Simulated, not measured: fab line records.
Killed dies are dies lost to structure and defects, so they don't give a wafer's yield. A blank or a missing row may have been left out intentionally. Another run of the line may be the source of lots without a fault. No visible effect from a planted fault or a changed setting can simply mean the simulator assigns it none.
fab line records	flow sfq-line
[record] lots = 5	wafers = 23
route steps=325 shown M8@319
start-h: hours from the record's first day to the start of the lot's first wafer shown	wait-h: hours elapsed since this lot's preceding step	" the same as in the row above	L1.1+2: several wafers, shown together as one row	- no value, or no start given	* or withheld: withheld	< > ~ a bound
route shown NAME@n: a module of which the file shows steps, and the number in the route of the first	usual: mean and standard deviation over wafers with no fault	same: alike in all rows	chamber/n: place in a boat	sites: each site's reading	_std_site: the values' standard deviation	_edge_site: inner sites' mean taken away from outer sites' mean	radius-mm: how far each site lies from the wafer's centre	mask NAME#n: copy n	behind: the most recent tool/chamber to have shaped the wafer	hold: why the lot was held/for how many hours/how that ended	device: the n, p or np transistor that did not switch	end of line: tests run on the same wafers once the route is complete	a step given without rows: its recipe and nothing more	killed: dies lost to structure and defects at the first sort, not the wafer's yield	map: per-die view of a wafer (x killed, . not killed, _ where there is no die)
set.NAME: setting as actually run; set.NAME@STEP: the setting as run at that earlier step	model.NAME: the simulator's own value behind a step, which no gauge read
lots with deliberately changed settings; one table per step, one row per wafer
[[steps]]
[step SFQ_TRILAYER_M8_DEP_EVAP_197]
[recipe] material = Ti	angular-spread-deg = 1	target-thk-nm = 20	time-s = 100	power-w = 2000
lot.wafer	tool	chamber	start-h	wait-h	set.time-s	model.Ti_of_TRILAYER_M8_DEP_EVAP_197.thk-nm
L076.1	pvd-sputter-01	-	1850.81	0.0	100	19.47
L076.2	"	-	"	"	100	19.79
L076.3	"	-	"	"	92.81	18.5
L076.4	"	-	"	"	92.81	18.34
L076.5	"	-	"	"	100	19.72
L079.1	pvd-sputter-02	-	1941.15	0.0	93.15	18.67
L079.2	"	-	"	"	100	20.21
L079.4	"	-	"	"	93.15	18.35
L079.5	"	-	"	"	100	20.4
L079.6	"	-	"	"	100	19.73
L080.1	pvd-sputter-01	-	1944.75	0.0	100	19.99
L080.2	"	-	"	"	100	19.74
L080.3	"	-	"	"	100	19.85
L080.4	"	-	"	"	100	19.84
L080.6	"	-	"	"	100	20.05
L083.1	pvd-sputter-02	-	1954.95	0.0	100	20.45
L083.5	"	-	"	"	100	20.18
L083.6	"	-	"	"	100	20.07
L085.2	pvd-sputter-02	-	2033.04	0.0	100	19.65
L085.3	"	-	"	"	100	19.77
L085.4	"	-	"	"	110.4	22.44
L085.5	"	-	"	"	100	20.27
L085.6	"	-	"	"	110.4	21.86
[[key]]
[split] step = SFQ_TRILAYER_M8_DEP_EVAP_197	setting = time-s	stated = 100	by = wafer
[response] step = SFQ_TRILAYER_M8_DEP_EVAP_197	reading = model.Ti_of_TRILAYER_M8_DEP_EVAP_197.thk-nm	change = +0.209	per = 1%	r = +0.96
